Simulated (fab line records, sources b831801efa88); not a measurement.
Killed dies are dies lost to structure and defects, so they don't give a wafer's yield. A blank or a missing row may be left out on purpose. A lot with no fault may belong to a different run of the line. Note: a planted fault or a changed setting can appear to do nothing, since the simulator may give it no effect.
What tool caused it? | flow sky130 | 17 wafers sampled from 6 lots at 1 step of a route of 708

WHAT THE GAUGES READ, wafer by wafer
SKY_FIELD_ISO_BOW_MEAS_00.
lot  | measured    | on           | INCOMING_BOW (um)
L732 | day 1 15:01 | filmMetro-03 | -3 7 -1
L735 | day 2 06:01 | filmMetro-03 | 5 13 7
L737 | day 2 16:02 | filmMetro-04 | -5 0 4
L740 | day 3 07:01 | filmMetro-04 | 3 1 0
L750 | day 5 09:01 | filmMetro-03 | -9 2
L753 | day 6 00:01 | filmMetro-01 | 1 -18 -6

TOOL THAT RAN EACH LOT (tool first, then ch and the chambers of the sampled wafers, then the start)
The record holds no process step before these readings.

THE ANSWER, worked out from the rows above alone
Rule: usual is defined by the lots themselves. Put in order of their means at a reading, lots are off if they are a third of the lots or fewer, leave a main group of 4 or more, and stand apart from it by a gap of 3 or more times the standard deviation of the main group's means; of several such gaps the widest counts. The tables above print the reading to a certain number of digits; a main group whose means all agree to those digits is not used. Also off: a lot with no number at a reading for which 4 or more lots have one. Where the step has rows for the other lots, those lots are counted as sound.
No lot is off at any reading shown: from this, nothing can be told.

WHAT THE SIMULATOR HAD INSERTED
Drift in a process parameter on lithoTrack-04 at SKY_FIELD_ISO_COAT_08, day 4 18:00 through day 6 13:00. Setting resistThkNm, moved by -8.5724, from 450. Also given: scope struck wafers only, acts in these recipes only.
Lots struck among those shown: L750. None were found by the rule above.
